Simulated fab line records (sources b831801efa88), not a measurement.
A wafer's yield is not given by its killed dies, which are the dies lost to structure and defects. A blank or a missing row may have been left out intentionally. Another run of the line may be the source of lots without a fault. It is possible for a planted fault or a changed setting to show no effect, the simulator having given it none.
fab line records    flow sky130
record: lots: 13  wafers: 39  last_day: 50
route steps=708 shown SONOS_TUNNEL@163 VIA1@473 METAL2@483 METAL3@535
lots untouched by any fault: they come from a run of this same line in which no faults occurred
start_h: start of the lot's first displayed wafer, in hours after the record's first day    wait_h: hours since the lot's step before    " identical to the entry in the row above    L1.1+2: a row that stands for several wafers    - no value, or no start was given    * or withheld: withheld    < > ~ a bound
route shown NAME@n: names a module that has steps shown in the file, with the first one's number in the route    usual: average and standard deviation across the fault-free wafers    same: alike in all rows    chamber/n: place in a boat    sites: readings site by site    _std_site: how widely they spread, as a standard deviation    _edge_site: outer sites' mean less inner sites'    radius_mm: how far each site lies from the wafer's centre    mask NAME#n: copy n    behind: the last tool/chamber to shape the wafer    hold: why the lot was held/for how many hours/how that ended    device: the n, p or np transistor that did not switch    end of line: tests of these same wafers at the route's end    a step without rows: its recipe alone    killed: dies that structure and defects cost at the first sort, which is not the same as the wafer's yield    map: a wafer's dies, x killed, . not, _ none there
set.NAME: the setting as run; set.NAME@STEP: as run at that earlier step    model.NAME: the simulator's own value behind a step, which no gauge read
the route's steps for a sample of lots (tables are steps, rows are wafers)
services: a tool's chamber out of use, with start hour (start_h, from the record's first day; less than 0 if before it), hours out, and reason
== steps ==
step: SKY_SONOS_TUNNEL_IMPLANT_09
recipe: species: B  energy_kev: 20  dose_cm2: 1e+12  tilt_deg: withheld
usual: beam_on_s: 10.02/0.22  dose_ions_cm2: 1e+12/1e+09
lot.wafer  tool          chamber  start_h  wait_h  beam_on_s  dose_ions_cm2
L933.2     implanter-04  0        244.01   0.0     10.03      9.982e+11
L933.3     "             0        "        "       9.90       1e+12
L933.5     "             0        "        "       9.47       9.992e+11
L934.1     implanter-02  0        259.94   0.0     10.04      9.986e+11
L934.3     "             0        "        "       10.07      9.999e+11
L934.6     "             0        "        "       10.08      1.0012e+12
L935.4     implanter-02  0        263.96   0.1     9.99       9.995e+11
L935.5     "             0        "        "       10.18      1.0002e+12
L935.6     "             0        "        "       10.03      1.0005e+12
L937.1     implanter-02  0        279.98   0.0     9.89       9.996e+11
L937.3     "             0        "        "       10.00      1e+12
L937.5     "             0        "        "       10.12      1.0001e+12
L938.1     implanter-03  0        289.74   0.0     10.36      9.999e+11
L938.2     "             0        "        "       9.93       1.0001e+12
L938.3     "             0        "        "       10.10      1.0007e+12
L939.3     implanter-02  0        298.48   0.1     9.88       1.001e+12
L939.5     "             0        "        "       10.18      9.987e+11
L939.6     "             0        "        "       9.75       1.0009e+12
L939.3     implanter-02  0        298.80   0.3     9.96       9.972e+11
L939.5     "             0        "        "       9.77       9.989e+11
L939.6     "             0        "        "       10.29      9.986e+11
L941.1     implanter-02  0        314.19   0.0     10.19      1.0001e+12
L941.4     "             0        "        "       9.76       9.973e+11
L941.5     "             0        "        "       10.42      9.988e+11
L946.1     implanter-04  0        347.61   0.0     9.99       1.0019e+12
L946.2     "             0        "        "       9.75       1.0008e+12
L946.5     "             0        "        "       9.96       1.0023e+12
L950.1     implanter-02  0        379.83   0.0     9.55       1.0007e+12
L950.3     "             0        "        "       10.30      9.988e+11
L950.6     "             0        "        "       10.32      9.995e+11
L950.1     implanter-02  0        380.15   0.3     10.02      1.0003e+12
L950.3     "             0        "        "       10.08      9.994e+11
L950.6     "             0        "        "       9.73       9.997e+11
L951.1     implanter-03  0        386.56   0.0     10.28      9.976e+11
L951.2     "             0        "        "       9.67       9.998e+11
L951.6     "             0        "        "       9.84       9.984e+11
L953.1     implanter-02  0        402.04   0.0     9.52       1.0004e+12
L953.3     "             0        "        "       10.06      1.0008e+12
L953.5     "             0        "        "       9.72       1.0007e+12
L954.1     implanter-02  0        409.36   0.0     10.10      1.0005e+12
L954.2     "             0        "        "       10.07      9.999e+11
L954.6     "             0        "        "       9.86       1.0018e+12
L955.1     implanter-02  0        422.51   0.0     10.14      1.0007e+12
L955.2     "             0        "        "       9.93       1e+12
L955.5     "             0        "        "       10.22      9.994e+11
step: SKY_SONOS_TUNNEL_TW_MEAS_12
usual: SONOS_TUNNEL_TW: 199.4/0.99
lot.wafer  tool           chamber  start_h  wait_h  SONOS_TUNNEL_TW
L933.2     film_metro-04  -        244.58   0.0     200.8
L933.3     "              -        "        "       198.7
L933.5     "              -        "        "       199.3
L934.1     film_metro-01  -        260.41   0.0     198.4
L934.3     "              -        "        "       198.4
L934.6     "              -        "        "       198.5
L935.4     film_metro-01  -        264.50   0.0     198.4
L935.5     "              -        "        "       198.9
L935.6     "              -        "        "       198.3
L937.1     film_metro-04  -        280.57   0.0     198.8
L937.3     "              -        "        "       199.5
L937.5     "              -        "        "       199.6
L938.1     film_metro-01  -        290.68   0.0     198.9
L938.2     "              -        "        "       199.1
L938.3     "              -        "        "       199.6
L939.3     film_metro-03  -        299.35   0.0     243.0
L939.5     "              -        "        "       243.1
L939.6     "              -        "        "       242.3
L939.3     film_metro-03  -        299.58   0.2     242.4
L939.5     "              -        "        "       243.9
L939.6     "              -        "        "       243.6
L941.1     film_metro-03  -        314.61   0.0     200.5
L941.4     "              -        "        "       201.4
L941.5     "              -        "        "       199.2
L946.1     film_metro-01  -        348.04   0.0     198.7
L946.2     "              -        "        "       198.0
L946.5     "              -        "        "       197.8
L950.1     film_metro-03  -        380.75   0.0     244.3
L950.3     "              -        "        "       244.8
L950.6     "              -        "        "       244.5
L950.1     film_metro-03  -        381.03   0.3     243.3
L950.3     "              -        "        "       244.3
L950.6     "              -        "        "       244.5
L951.1     film_metro-04  -        386.99   0.0     201.7
L951.2     "              -        "        "       199.8
L951.6     "              -        "        "       200.1
L953.1     film_metro-01  -        402.45   0.0     198.9
L953.3     "              -        "        "       197.1
L953.5     "              -        "        "       197.7
L954.1     film_metro-01  -        409.79   0.0     198.4
L954.2     "              -        "        "       199.1
L954.6     "              -        "        "       199.3
L955.1     film_metro-04  -        422.94   0.0     198.6
L955.2     "              -        "        "       199.1
L955.5     "              -        "        "       200.1
step: SKY_VIA1_ETCH_15
recipe: target: SiO2  chemistry: C4F8/O2/Ar  target_depth_nm: 351  stop_on: TiN  mask_material: KrF-thick  source_w: 1500  bias_w: 1200  pressure_mtorr: 40  c4f8_flow_sccm: withheld  O2_flow_sccm: 6  Ar_flow_sccm: 300  time_s: 54
usual: chamber_pressure_mTorr: 40.00/0.035  oes_product_au: 0.979/0.0059
lot.wafer  tool         chamber  start_h  wait_h  chamber_pressure_mTorr  oes_product_au  rf_hours_counter_h
L933.2     rie_diel-04  2        782.28   0.0     40.04                   0.984           3
L933.3     "            1        "        "       39.99                   0.981           6
L933.5     "            2        "        "       39.97                   0.986           -
L934.1     rie_diel-02  2        799.80   0.0     40.06                   0.976           36
L934.3     "            0        "        "       39.99                   0.968           1
L934.6     "            2        "        "       40.13                   0.981           -
L935.4     rie_diel-01  0        803.55   0.0     40.03                   0.982           3
L935.5     "            0        "        "       40.02                   0.984           -
L935.6     "            1        "        "       40.01                   0.976           -
L937.1     rie_diel-04  2        820.00   0.0     39.95                   0.977           4
L937.3     "            0        "        "       39.96                   0.984           5
L937.5     "            1        "        "       39.99                   0.986           -
L938.1     rie_diel-01  0        831.78   0.0     39.98                   0.976           4
L938.2     "            3        "        "       39.94                   0.974           1
L938.3     "            2        "        "       40.01                   0.974           15
L941.1     rie_diel-02  3        850.58   0.0     40.01                   0.987           7
L941.4     "            1        "        "       40.03                   0.984           17
L941.5     "            3        "        "       40.02                   0.979           -
L939.3     rie_diel-02  2        852.92   0.0     39.99                   0.975           1
L939.5     "            2        "        "       40.02                   0.981           -
L939.6     "            1        "        "       40.01                   0.981           -
L946.1     rie_diel-02  2        887.75   0.0     39.99                   0.980           2
L946.2     "            0        "        "       40.01                   0.969           4
L946.5     "            1        "        "       39.95                   0.984           -
L951.1     rie_diel-01  1        922.45   0.0     40.01                   0.980           9
L951.2     "            2        "        "       40.00                   0.988           18
L951.6     "            3        "        "       39.99                   0.970           -
L953.1     rie_diel-04  2        934.43   0.0     39.95                   0.993           8
L953.3     "            1        "        "       39.99                   0.985           11
L953.5     "            2        "        "       39.96                   0.985           -
L954.1     rie_diel-01  0        939.55   0.0     40.00                   0.980           7
L954.2     "            3        "        "       39.96                   0.979           5
L954.6     "            3        "        "       40.02                   0.965           -
L955.1     rie_diel-02  2        951.38   0.0     40.00                   0.980           4
L955.2     "            1        "        "       40.02                   0.983           20
L955.5     "            1        "        "       39.97                   0.979           -
step: SKY_METAL2_SPUTTER_00
recipe: material: Ti  target_thk_nm: 15  power_w: 3000  time_s: 10  chamber_pressure_pa: 0.4
usual: throttle_valve_pct: 30.4/1
lot.wafer  tool            chamber  start_h  wait_h  throttle_valve_pct
L933.2     pvd_sputter-01  -        783.56   0.1     31.0
L933.3     "               -        "        "       31.2
L933.5     "               -        "        "       30.8
L934.1     pvd_sputter-01  -        801.12   0.1     30.7
L934.3     "               -        "        "       30.5
L934.6     "               -        "        "       30.9
L935.4     pvd_sputter-02  -        804.87   0.2     29.4
L935.5     "               -        "        "       30.1
L935.6     "               -        "        "       29.6
L937.1     pvd_sputter-04  -        821.28   0.2     29.3
L937.3     "               -        "        "       32.8
L937.5     "               -        "        "       29.3
L938.1     pvd_sputter-04  -        833.06   0.2     29.1
L938.2     "               -        "        "       30.7
L938.3     "               -        "        "       29.3
L941.1     pvd_sputter-01  -        851.90   0.2     30.1
L941.4     "               -        "        "       30.8
L941.5     "               -        "        "       31.1
L939.3     pvd_sputter-01  -        854.20   0.2     30.5
L939.5     "               -        "        "       30.4
L939.6     "               -        "        "       31.0
L946.1     pvd_sputter-02  -        889.06   0.2     30.0
L946.2     "               -        "        "       29.9
L946.5     "               -        "        "       29.9
L951.1     pvd_sputter-02  -        923.73   0.1     30.1
L951.2     "               -        "        "       30.1
L951.6     "               -        "        "       30.0
L953.1     pvd_sputter-01  -        935.75   0.2     31.0
L953.3     "               -        "        "       30.0
L953.5     "               -        "        "       31.0
L954.1     pvd_sputter-01  -        940.86   0.2     31.2
L954.2     "               -        "        "       30.9
L954.6     "               -        "        "       30.3
L955.1     pvd_sputter-01  -        952.69   0.2     30.2
L955.2     "               -        "        "       31.1
L955.5     "               -        "        "       29.9
step: SKY_METAL3_SPUTTER_03
recipe: material: Ti  target_thk_nm: 5  power_w: 3000  time_s: 3.3  chamber_pressure_pa: 0.4
usual: throttle_valve_pct: 30.1/1.1
lot.wafer  tool            chamber  start_h  wait_h  throttle_valve_pct
L933.2     pvd_sputter-01  -        840.00   0.0     31.2
L933.3     "               -        "        "       30.5
L933.5     "               -        "        "       30.0
L934.1     pvd_sputter-04  -        856.92   0.0     30.9
L934.3     "               -        "        "       29.4
L934.6     "               -        "        "       29.2
L935.4     pvd_sputter-01  -        860.83   0.0     30.3
L935.5     "               -        "        "       30.0
L935.6     "               -        "        "       30.8
L937.1     pvd_sputter-03  -        875.58   0.0     29.2
L937.3     "               -        "        "       28.7
L937.5     "               -        "        "       29.0
L938.1     pvd_sputter-03  -        887.88   0.0     28.9
L938.2     "               -        "        "       29.3
L938.3     "               -        "        "       28.5
L941.1     pvd_sputter-03  -        905.85   0.0     28.6
L941.4     "               -        "        "       28.7
L941.5     "               -        "        "       29.0
L939.3     pvd_sputter-04  -        907.89   0.0     32.5
L939.5     "               -        "        "       29.3
L939.6     "               -        "        "       32.6
L946.1     pvd_sputter-04  -        942.65   0.0     32.6
L946.2     "               -        "        "       30.8
L946.5     "               -        "        "       30.6
L951.1     pvd_sputter-04  -        973.93   0.0     29.4
L951.2     "               -        "        "       32.4
L951.6     "               -        "        "       30.5
L953.1     pvd_sputter-01  -        993.17   0.0     31.4
L953.3     "               -        "        "       31.2
L953.5     "               -        "        "       30.2
L954.1     pvd_sputter-01  -        996.89   0.0     30.6
L954.2     "               -        "        "       30.1
L954.6     "               -        "        "       31.2
L955.1     pvd_sputter-01  -        999.60   0.0     29.7
L955.2     "               -        "        "       31.2
L955.5     "               -        "        "       31.1
== services ==
tool            chamber  start_h  hours  kind
implanter-02    -        229.70   25.3   pm
pvd_sputter-04  -        287.45   33.1   repair
pvd_sputter-04  -        390.59   6.1    repair
pvd_sputter-01  -        399.27   1.4    repair
pvd_sputter-04  -        404.99   1.0    repair
pvd_sputter-04  -        438.44   3.3    repair
implanter-02    -        561.66   1.9    repair
implanter-02    -        596.53   0.5    repair
implanter-02    -        611.19   4.9    pm
pvd_sputter-01  -        639.61   3.4    repair
implanter-02    -        657.51   1.5    repair
pvd_sputter-01  -        667.01   13.7   repair
pvd_sputter-04  -        679.68   14.6   repair
implanter-02    -        717.05   1.5    repair
pvd_sputter-01  -        778.43   4.8    repair
pvd_sputter-01  -        830.32   6.7    repair
pvd_sputter-01  -        848.58   1.0    repair
pvd_sputter-01  -        853.10   0.7    repair
pvd_sputter-01  -        882.44   2.7    repair
implanter-02    -        897.48   5.1    pm
implanter-02    -        933.18   4.1    repair
implanter-02    -        959.06   1.0    repair
pvd_sputter-01  -        973.24   4.6    repair
implanter-02    -        983.31   13.6   pm
== key ==
first_sign: step: SKY_SONOS_TUNNEL_IMPLANT_09  reading: visit  direction: added
effect: step: SKY_SONOS_TUNNEL_TW_MEAS_12  reading: visit  direction: added
effect: step: SKY_SONOS_TUNNEL_TW_MEAS_12  reading: SONOS_TUNNEL_TW  direction: up  sigmas: 45  usual: 199.4  struck: 243.6
met_at SKY_SONOS_TUNNEL_IMPLANT_09
struck_lots L939,L950
scrapped_behind SKY_SONOS_TUNNEL_TW_MEAS_12 L950.1,L950.3,L950.6
tester_left_out L939
not_acting_at SKY_VIA1_ETCH_15,SKY_METAL2_SPUTTER_00,SKY_METAL3_SPUTTER_03
fault: kind: repeated_step_whole  tool: implanter-02,implanter-03,implanter-04  chamber: -  onset_h: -  steps: SKY_SONOS_TUNNEL_IMPLANT_09  times: 1  scope: struck_lots_only
tester_left_out: of these lots the tester's yield and bins aren't shown, on N5 and GAA mostly nor the transistor test; their killed dies are dies lost to structure and defects alone, not to doping, threshold or leakage, so they don't give the yield
